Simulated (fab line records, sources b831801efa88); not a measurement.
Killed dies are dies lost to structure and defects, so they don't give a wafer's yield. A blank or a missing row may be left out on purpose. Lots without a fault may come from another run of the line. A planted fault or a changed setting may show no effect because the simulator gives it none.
Which tool did it? | flow sky130 | 13 lots, 39 wafers sampled, at 5 steps of a route of 708

WHAT THE GAUGES READ, wafer by wafer
SKY_FIELD_ISO_THK_MEAS_04. Usual: FIELD_ISO_CVD_03_THK 149.6 nm, standard deviation 1.4.
lot  | measured    | on            | FIELD_ISO_CVD_03_THK (nm) | flag
L490 | day 1 19:32 | film_metro-01 | 150.1 150.8 150.2         |
L491 | day 2 01:25 | film_metro-02 | 149.4 149.9 150.5         |
L492 | day 2 05:23 | film_metro-01 | 149.7 150.0 149.5         |
L493 | day 2 11:32 | film_metro-02 | 149.3 149.5 148.5         |
L494 | day 2 15:35 | film_metro-01 | 148.0 149.0 148.5         |
L495 | day 2 21:23 | film_metro-02 | 150.1 151.7 150.6         |
L496 | day 3 01:44 | film_metro-01 | 147.7 148.3 147.5         |
L504 | day 4 16:29 | film_metro-03 | 152.2 152.6 152.1         |
L505 | day 4 21:30 | film_metro-01 | 152.4 150.6 150.6         |
L507 | day 5 07:29 | film_metro-03 | 148.6 150.0 149.0         |
L508 | day 5 14:19 | film_metro-02 | 147.6 147.5 148.2         |
L510 | day 5 23:28 | film_metro-03 | 149.4 149.8 150.7         |
L512 | day 6 10:17 | film_metro-02 | 152.9 152.2 153.3         |

SKY_SONOS_TUNNEL_TW_MEAS_12. Usual: SONOS_TUNNEL_TW 197.1, standard deviation 1.2.
lot  | measured     | on            | SONOS_TUNNEL_TW   | flag
L490 | day 11 17:25 | film_metro-01 | 198.6 197.3 198.6 |
L491 | day 12 03:58 | film_metro-03 | 195.7 196.0 195.3 |
L492 | day 12 10:41 | film_metro-04 | 197.4 196.6 199.0 |
L493 | day 12 16:42 | film_metro-04 | 197.5 197.6 196.6 |
L494 | day 12 22:42 | film_metro-04 | 171.9 171.5 172.5 | OFF
L495 | day 13 07:26 | film_metro-04 | 173.2 172.0 173.1 | OFF
L496 | day 13 14:58 | film_metro-01 | 173.5 172.9 174.1 | OFF
L504 | day 16 04:58 | film_metro-03 | 196.4 196.9 196.0 |
L505 | day 16 12:46 | film_metro-01 | 196.2 196.5 197.1 |
L507 | day 17 04:26 | film_metro-03 | 194.9 194.9 194.8 |
L508 | day 17 16:29 | film_metro-04 | 197.2 196.8 196.7 |
L510 | day 18 08:07 | film_metro-03 | 196.9 195.9 195.6 |
L512 | day 18 21:03 | film_metro-01 | 197.7 197.0 196.5 |

SKY_LI_CONTACT_THK_MEAS_01. Usual: LI_CONTACT_HDPCVD_THK 920 nm, standard deviation 14.
lot  | measured     | on            | LI_CONTACT_HDPCVD_THK (nm) | flag
L490 | day 28 06:31 | film_metro-02 | 936 931 932                |
L491 | day 28 18:13 | film_metro-02 | 933 934 917                |
L492 | day 28 22:37 | film_metro-04 | 888 910 896                |
L493 | day 29 18:07 | film_metro-02 | 909 900 909                |
L494 | day 30 06:40 | film_metro-02 | 919 933 919                |
L495 | day 30 07:27 | film_metro-04 | 919 891 896                |
L496 | day 30 07:19 | film_metro-01 | 926 926 921                |
L504 | day 32 20:21 | film_metro-02 | 927 940 929                |
L505 | day 33 06:10 | film_metro-04 | 912 917 899                |
L507 | day 33 23:17 | film_metro-04 | 914 912 903                |
L508 | day 34 06:04 | film_metro-04 | 907 914 905                |
L510 | day 35 19:25 | film_metro-02 | 925 934 923                |
L512 | day 35 21:00 | film_metro-02 | 931 913 908                |

WHICH TOOL RAN EACH LOT (tool, then ch and the chambers of the sampled wafers, then the start)
lot  | SKY_FIELD_ISO_CMP_27         | SKY_SONOS_TUNNEL_IMPLANT_09
L490 | cmp-01 ch 0,1,2, day 2 15:12 | implanter-01 ch 0, day 11 17:00
L491 | cmp-02 ch 2,3, day 2 22:56   | implanter-03 ch 0, day 12 03:34
L492 | cmp-02 ch 0,2,3, day 3 02:53 | implanter-01 ch 0, day 12 10:14
L493 | cmp-01 ch 1,2,3, day 3 07:01 | implanter-01 ch 0, day 12 16:17
L494 | cmp-02 ch 0,1,3, day 3 11:45 | implanter-01 ch 0, day 12 22:16
L495 | cmp-01 ch 0,1,3, day 3 18:26 | implanter-01 ch 0, day 13 06:58
L496 | cmp-01 ch 0,2,3, day 3 22:16 | implanter-01 ch 0, day 13 14:33
L504 | cmp-02 ch 1,2,3, day 5 14:29 | implanter-01 ch 0, day 16 04:32
L505 | cmp-02 ch 0,1,2, day 5 19:45 | implanter-03 ch 0, day 16 12:23
L507 | cmp-02 ch 0,3, day 6 05:45   | implanter-04 ch 0, day 17 04:01
L508 | cmp-01 ch 1,2, day 6 13:24   | implanter-01 ch 0, day 17 16:07
L510 | cmp-02 ch 0,2,3, day 7 00:52 | implanter-03 ch 0, day 18 07:43
L512 | cmp-01 ch 1,3, day 7 09:46   | implanter-01 ch 0, day 18 20:37
- SKY_FIELD_ISO_CMP_27: polishes, stops on Si3N4, t overpolish 16 s, target thk 457.8 nm.
- SKY_SONOS_TUNNEL_IMPLANT_09

WHAT THE TOOLS THEMSELVES READ (means of the sampled wafers that have a number; where no wafer has one, the mark that the record gives instead)
SKY_FIELD_ISO_CMP_27. Usual: motor_current_A 12.0 A, standard deviation 1.5; overpolish_run_s 16.001 s, standard deviation 0.01; time_to_endpoint_s 112 s, standard deviation 6.3.
lot  | tool   | motor_current_A (A) | overpolish_run_s (s) | time_to_endpoint_s (s) | flag
L490 | cmp-01 | 12.0                | 16.008               | 117                    |
L491 | cmp-02 | 10.7                | 15.996               | 110                    |
L492 | cmp-02 | 11.7                | 16.001               | 110                    |
L493 | cmp-01 | 12.4                | 15.995               | 119                    |
L494 | cmp-02 | 12.1                | 16.010               | 107                    |
L495 | cmp-01 | 12.5                | 15.995               | 117                    |
L496 | cmp-01 | 11.2                | 15.993               | 119                    |
L504 | cmp-02 | 11.6                | 15.999               | 109                    |
L505 | cmp-02 | 12.4                | 16.010               | 108                    |
L507 | cmp-02 | 11.9                | 16.007               | 104                    |
L508 | cmp-01 | 13.3                | 16.009               | 111                    |
L510 | cmp-02 | 11.6                | 15.993               | 108                    |
L512 | cmp-01 | 13.9                | 15.991               | 118                    |

SKY_SONOS_TUNNEL_IMPLANT_09. Usual: dose_ions_cm2 1.0001e+12, standard deviation 1.1e+09; faraday_current_uA 5.64, standard deviation 0.11.
lot  | tool         | dose_ions_cm2 | faraday_current_uA | flag
L490 | implanter-01 | 1.0001e+12    | 5.67               |
L491 | implanter-03 | 9.9960e+11    | 5.65               |
L492 | implanter-01 | 1.0002e+12    | 5.58               |
L493 | implanter-01 | 1.0006e+12    | 5.68               |
L494 | implanter-01 | 6.1403e+11    | 3.50               | OFF
L495 | implanter-01 | 6.1453e+11    | 3.52               | OFF
L496 | implanter-01 | 6.1730e+11    | 3.47               | OFF
L504 | implanter-01 | 1.0007e+12    | 5.61               |
L505 | implanter-03 | 1.0006e+12    | 5.61               |
L507 | implanter-04 | 1.0005e+12    | 5.54               |
L508 | implanter-01 | 9.9977e+11    | 5.64               |
L510 | implanter-03 | 9.9997e+11    | 5.55               |
L512 | implanter-01 | 1.0004e+12    | 5.72               |

THE ANSWER, worked out from the rows above alone
Rule: a lot is off if the mean of its wafers that have a number lies more than 3 standard deviations from the usual mean. A lot without any number at a reading at which 4 lots or more have one is off too. The other lots that the step has rows for count as sound. The gauges are gone through in route order, then the tools' own readings, and for those a lot's mean is taken as printed above. The first step at which some lot is off is used, and at that step the reading that is off furthest; a lot without a number counts as furthest.
Off: L494, L495, L496, at SKY_SONOS_TUNNEL_TW_MEAS_12 (SONOS_TUNNEL_TW).
A tool fits if, at a process step before that reading, it ran every lot that is off, and no sound lot after the first of them. The gauges at SKY_SONOS_TUNNEL_TW_MEAS_12 aren't tried: what is off there is off at SKY_SONOS_TUNNEL_IMPLANT_09 too, on other tools, and a gauge's error can't cause that. None of those tried fits.

WHAT THE SIMULATOR HAD PUT IN
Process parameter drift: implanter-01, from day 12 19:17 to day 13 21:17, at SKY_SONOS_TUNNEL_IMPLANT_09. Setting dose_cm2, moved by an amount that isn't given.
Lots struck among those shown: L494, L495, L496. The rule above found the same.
